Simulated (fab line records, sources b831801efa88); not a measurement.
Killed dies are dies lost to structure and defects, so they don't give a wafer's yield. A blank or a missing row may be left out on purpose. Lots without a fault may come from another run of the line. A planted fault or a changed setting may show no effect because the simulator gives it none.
fab line records | flow sky130
record lots=13 wafers=39 last_day=50
route steps=708 shown VIA2@523 METAL3@532 VIA3@573
lots that met no fault: from a run of the same line without faults
start_h: hours from the record's first day to the start of the lot's first wafer shown | wait_h: hours since the lot's step before | " the same as in the row above | L1.1+2: a row that stands for several wafers | - no value, or no start given | * or withheld: withheld | < > ~ a bound
route shown NAME@n: a module of which the file shows steps, and the number in the route of the first | usual: mean/standard deviation of fault-free wafers | same: alike in all rows | chamber/n: place in a boat | sites: the reading at each site | _std_site: their standard deviation | _edge_site: outer sites' mean less inner sites' | radius_mm: how far each site lies from the wafer's centre | mask NAME#n: copy n | behind: the tool/chamber that last shaped the wafer | hold: why the lot was held/for how many hours/how that ended | device: the transistor (n, p or np) that didn't switch | end of line: the same wafers' tests at the end of the route | a step without rows: its recipe alone | killed: dies lost to structure and defects at the first sort, not the wafer's yield | map: a wafer's dies, x killed, . not, _ none there
set.NAME: the setting as run; set.NAME@STEP: as run at that earlier step | model.NAME: the simulator's own value behind a step, which no gauge read
steps of the route over a sample of lots; a table a step, a row a wafer
services: from which hour (start_h, from the record's first day; less than 0 if before it) a tool's chamber was out of use, for how many hours, and why
## steps
# step SKY_VIA2_STRIP_16
# recipe chemistry=O2/N2 power_w=1400 pressure_mtorr=1500 platen_temp_c=withheld o2_flow_sccm=3000 n2_flow_sccm=300 overash_fraction=0.5
# usual drypump_motor_current_A=5.8/0.43 n2_flow_sccm=300.1/0.87 oes_product_au=0.399/0.0047 strip_time_to_endpoint_s=4.056/0.026
# columns lot.wafer tool chamber start_h wait_h drypump_motor_current_A n2_flow_sccm oes_product_au rf_hours_counter_h strip_time_to_endpoint_s
L236.2 plasma_asher-01 0 861.97 0.0 6.2 299.3 0.395 108 4.049
L236.3 " 1 " " 5.7 300.7 0.393 - 4.020
L236.6 " 1 " " 5.6 299.7 0.399 - 4.071
L240.1 plasma_asher-04 1 888.22 0.0 4.8 298.3 0.389 44 4.029
L240.2 " 0 " " 6.2 301.7 0.396 44 4.027
L240.5 " 0 " " 6.2 301.4 0.399 - 3.998
L241.2 plasma_asher-01 0 896.68 0.0 6.2 299.7 0.402 111 4.073
L241.5 " 0 " " 6.2 300.1 0.413 - 4.076
L241.6 " 1 " " 5.6 300.9 0.398 - 4.062
L242.1 plasma_asher-01 0 898.59 0.0 6.2 299.4 0.397 112 4.042
L242.3 " 0 " " 6.2 298.7 0.400 - 4.072
L242.4 " 1 " " 5.7 298.9 0.397 - 4.077
L243.3 plasma_asher-02 0 903.29 0.1 5.8 299.4 0.403 - 4.079
L243.4 " 1 " " 6.1 300.2 0.408 - 4.097
L243.6 " 1 " " 6.1 300.5 0.392 - 4.072
L244.1 plasma_asher-01 1 915.69 0.0 5.6 300.3 0.406 113 4.064
L244.2 " 0 " " 6.2 300.8 0.410 113 4.105
L244.4 " 0 " " 6.1 301.1 0.403 - 4.049
L245.1 plasma_asher-01 1 917.34 0.0 5.7 299.8 0.404 114 4.054
L245.2 " 0 " " 6.1 300.2 0.403 114 4.088
L245.6 " 1 " " 5.6 299.1 0.401 - 4.044
L246.4 plasma_asher-02 1 921.92 0.1 6.1 300.2 0.399 - 4.058
L246.5 " 1 " " 6.1 301.3 0.402 - 4.047
L246.6 " 0 " " 5.7 300.7 0.387 - 4.093
L247.3 plasma_asher-02 1 926.10 0.1 6.1 299.7 0.401 - 4.069
L247.4 " 0 " " 5.7 299.3 0.402 - 4.006
L247.6 " 0 " " 5.8 300.7 0.396 - 4.031
L250.2 plasma_asher-02 0 956.26 0.0 5.8 299.7 0.397 21 4.027
L250.5 " 0 " " 5.7 299.6 0.403 - 4.060
L250.6 " 1 " " 6.1 300.0 0.395 - 4.045
L255.1 plasma_asher-02 1 985.69 0.0 6.1 299.9 0.393 24 4.022
L255.3 " 0 " " 5.7 298.7 0.396 - 4.053
L255.4 " 1 " " 6.0 300.4 0.402 - 4.047
L256.1 plasma_asher-04 0 994.56 0.0 6.2 301.5 0.396 53 4.074
L256.5 " 1 " " 4.8 300.6 0.400 - 4.042
L256.6 " 0 " " 6.3 301.8 0.391 - 4.077
L258.2 plasma_asher-04 1 1000.37 0.0 4.8 300.7 0.393 54 4.087
L258.3 " 1 " " 4.8 300.9 0.406 - 4.121
L258.5 " 1 " " 4.8 299.1 0.395 - 4.083
# step SKY_METAL3_SPUTTER_00
# recipe material=Ti target_thk_nm=15 power_w=3000 time_s=10 chamber_pressure_pa=0.4
# usual throttle_valve_pct=30.2/0.99
# columns lot.wafer tool chamber start_h wait_h throttle_valve_pct
L236.2 pvd_sputter-04 - 863.23 0.1 31.5
L236.3 " - " " 30.9
L236.6 " - " " 30.2
L240.1 pvd_sputter-03 - 889.48 0.1 31.1
L240.2 " - " " 29.4
L240.5 " - " " 30.7
L241.2 pvd_sputter-04 - 897.94 0.1 29.4
L241.5 " - " " 30.8
L241.6 " - " " 29.8
L242.1 pvd_sputter-03 - 900.03 0.1 29.3
L242.3 " - " " 31.2
L242.4 " - " " 29.8
L243.3 pvd_sputter-03 - 904.56 0.1 31.1
L243.4 " - " " 29.9
L243.6 " - " " 30.8
L244.1 pvd_sputter-03 - 916.95 0.1 29.7
L244.2 " - " " 30.8
L244.4 " - " " 29.4
L245.1 pvd_sputter-04 - 918.63 0.1 29.4
L245.2 " - " " 30.9
L245.6 " - " " 31.6
L246.4 pvd_sputter-03 - 923.15 0.1 29.6
L246.5 " - " " 30.8
L246.6 " - " " 31.0
L247.3 pvd_sputter-03 - 927.33 0.2 29.5
L247.4 " - " " 31.0
L247.6 " - " " 30.9
L250.2 pvd_sputter-04 - 957.93 0.2 31.2
L250.5 " - " " 31.0
L250.6 " - " " 31.5
L255.1 pvd_sputter-03 - 986.95 0.2 31.0
L255.3 " - " " 29.4
L255.4 " - " " 30.8
L256.1 pvd_sputter-04 - 995.82 0.1 30.0
L256.5 " - " " 29.6
L256.6 " - " " 30.2
L258.2 pvd_sputter-03 - 1001.70 0.1 29.5
L258.3 " - " " 29.3
L258.5 " - " " 29.5
# step SKY_METAL3_SPUTTER_02
# recipe material=AlCu target_thk_nm=735 power_w=10600 time_s=39.1 chamber_pressure_pa=0.4
# usual throttle_valve_pct=30.2/0.97
# columns lot.wafer tool chamber start_h wait_h throttle_valve_pct
L236.2 pvd_sputter-04 - 863.28 0.0 31.4
L236.3 " - " " 30.7
L236.6 " - " " 30.6
L240.1 pvd_sputter-03 - 889.53 0.0 30.8
L240.2 " - " " 29.5
L240.5 " - " " 30.9
L241.2 pvd_sputter-04 - 897.99 0.0 29.7
L241.5 " - " " 31.0
L241.6 " - " " 29.6
L242.1 pvd_sputter-03 - 900.08 0.0 29.6
L242.3 " - " " 31.3
L242.4 " - " " 29.8
L243.3 pvd_sputter-03 - 904.61 0.0 31.2
L243.4 " - " " 29.9
L243.6 " - " " 30.7
L244.1 pvd_sputter-03 - 917.00 0.0 29.7
L244.2 " - " " 30.6
L244.4 " - " " 29.4
L245.1 pvd_sputter-04 - 918.68 0.0 29.8
L245.2 " - " " 30.8
L245.6 " - " " 31.6
L246.4 pvd_sputter-03 - 923.20 0.0 29.3
L246.5 " - " " 30.7
L246.6 " - " " 31.1
L247.3 pvd_sputter-03 - 927.37 0.0 29.5
L247.4 " - " " 31.3
L247.6 " - " " 31.0
L250.2 pvd_sputter-04 - 957.98 0.0 31.1
L250.5 " - " " 30.6
L250.6 " - " " 31.4
L255.1 pvd_sputter-03 - 987.00 0.0 31.0
L255.3 " - " " 29.6
L255.4 " - " " 30.6
L256.1 pvd_sputter-04 - 995.87 0.0 30.2
L256.5 " - " " 29.6
L256.6 " - " " 30.2
L258.2 pvd_sputter-03 - 1001.75 0.0 29.5
L258.3 " - " " 29.4
L258.5 " - " " 29.3
# step SKY_VIA3_HDPCVD_00
# recipe material=SiO2 target_thk_nm=1635 sigma_open_frac=0.3 time_s=272.5 temp_c=400 sih4_flow_sccm=60 pressure_mtorr=6
# columns lot.wafer tool chamber start_h wait_h
L236.2+3+6 hdpcvd-01 0,1,0 914.65 0.0
L240.1+2+5 hdpcvd-02 1,0,0 939.99 0.0
L241.2+5+6 hdpcvd-02 2,0,2 948.30 0.0
L242.1+3+4 hdpcvd-01 2,1,1 951.23 0.0
L243.3+4+6 hdpcvd-01 0,0,1 954.68 0.0
L244.1+2+4 hdpcvd-02 2,1,2 966.18 0.0
L245.1+2+6 hdpcvd-01 0,1,1 969.69 0.0
L246.4+5+6 hdpcvd-02 1,2,0 975.12 0.1
L247.3+4+6 hdpcvd-01 0,0,2 978.30 0.0
L250.2+5+6 hdpcvd-02 0,1,2 1007.98 0.0
L255.1+3+4 hdpcvd-01 0,2,2 1034.92 0.0
L256.1+5+6 hdpcvd-01 2,2,1 1043.80 0.0
L258.2+3+5 hdpcvd-01 0,1,0 1050.21 0.0
# step SKY_VIA3_THK_MEAS_01
# recipe reads=SiO2_of_VIA3_HDPCVD_00
# usual VIA3_HDPCVD_THK=1638/17
# columns lot.wafer tool chamber start_h wait_h VIA3_HDPCVD_THK[nm]
L236.2 film_metro-01 - 914.83 0.1 1639
L236.3 " - " " 1646
L236.6 " - " " 1628
L240.1 film_metro-03 - 940.16 0.1 1633
L240.2 " - " " 1626
L240.5 " - " " 1637
L241.2 film_metro-03 - 948.48 0.1 1626
L241.5 " - " " 1628
L241.6 " - " " 1614
L242.1 film_metro-04 - 951.40 0.1 1658
L242.3 " - " " 1653
L242.4 " - " " 1684
L243.3 film_metro-01 - 954.87 0.1 1655
L243.4 " - " " 1639
L243.6 " - " " 1655
L244.1 film_metro-01 - 966.43 0.2 1667
L244.2 " - " " 1642
L244.4 " - " " 1650
L245.1 film_metro-04 - 969.86 0.1 1643
L245.2 " - " " 1637
L245.6 " - " " 1632
L246.4 film_metro-04 - 975.23 0.0 1631
L246.5 " - " " 1633
L246.6 " - " " 1629
L247.3 film_metro-04 - 978.49 0.1 1654
L247.4 " - " " 1649
L247.6 " - " " 1614
L250.2 film_metro-03 - 1008.16 0.1 1615
L250.5 " - " " 1005
L250.6 " - " " 1629
L255.1 film_metro-04 - 1035.09 0.1 1657
L255.3 " - " " 1618
L255.4 " - " " 1635
L256.1 film_metro-01 - 1043.96 0.1 1637
L256.5 " - " " 1616
L256.6 " - " " 1646
L258.2 film_metro-01 - 1050.39 0.1 1657
L258.3 " - " " 1657
L258.5 " - " " 1670
## services
# columns tool chamber start_h hours kind
plasma_asher-02 - 869.41 5.4 repair
hdpcvd-02 - 871.91 14.6 pm
hdpcvd-01 0 875.16 11.4 repair
pvd_sputter-04 - 880.49 1.2 repair
hdpcvd-01 0 889.60 15.5 repair
pvd_sputter-03 - 889.81 9.0 repair
pvd_sputter-04 0 895.36 - consumable_replace:kit
pvd_sputter-04 0 895.36 18.0 scheduled_down
pvd_sputter-04 0 895.36 18.0 vent_cycle
plasma_asher-02 - 897.30 5.9 repair
plasma_asher-04 - 948.38 13.0 repair
hdpcvd-02 - 950.25 15.0 pm
hdpcvd-02 0 950.25 15.0 vent_cycle
hdpcvd-02 1 950.25 15.0 vent_cycle
hdpcvd-02 0 965.88 5.6 repair
pvd_sputter-03 0 967.01 - consumable_replace:kit
pvd_sputter-03 0 967.01 18.0 scheduled_down
pvd_sputter-03 0 967.01 18.0 vent_cycle
pvd_sputter-04 3 1005.55 - consumable_replace:kit
pvd_sputter-04 3 1005.55 18.0 scheduled_down
pvd_sputter-04 3 1005.55 18.0 vent_cycle
pvd_sputter-03 - 1013.09 3.5 repair
hdpcvd-01 0 1028.43 4.8 repair
hdpcvd-01 - 1035.83 2.8 pm
## key
first_sign step=SKY_VIA3_THK_MEAS_01 reading=VIA3_HDPCVD_THK direction=down sigmas=38 usual=1638 struck=1005
effect none on later readings
met_at SKY_VIA3_HDPCVD_00
struck_lots L250
struck_wafers L250.5
sort_left_out L250.5
not_acting_at SKY_VIA2_STRIP_16,SKY_METAL3_SPUTTER_00,SKY_METAL3_SPUTTER_02
onset_between 975.12 1007.98
fault kind=process_parameter_drift tool=hdpcvd-02 chamber=1 onset_h=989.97 steps=SKY_VIA3_HDPCVD_00 channel=target_thk_nm offset=-612.85 shape=step end_h=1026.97 acts_in=these_recipes_only stated=1635
# sort_left_out: the simulated sort isn't trusted on such a fault, so these wafers' sort isn't shown, and their yield isn't known
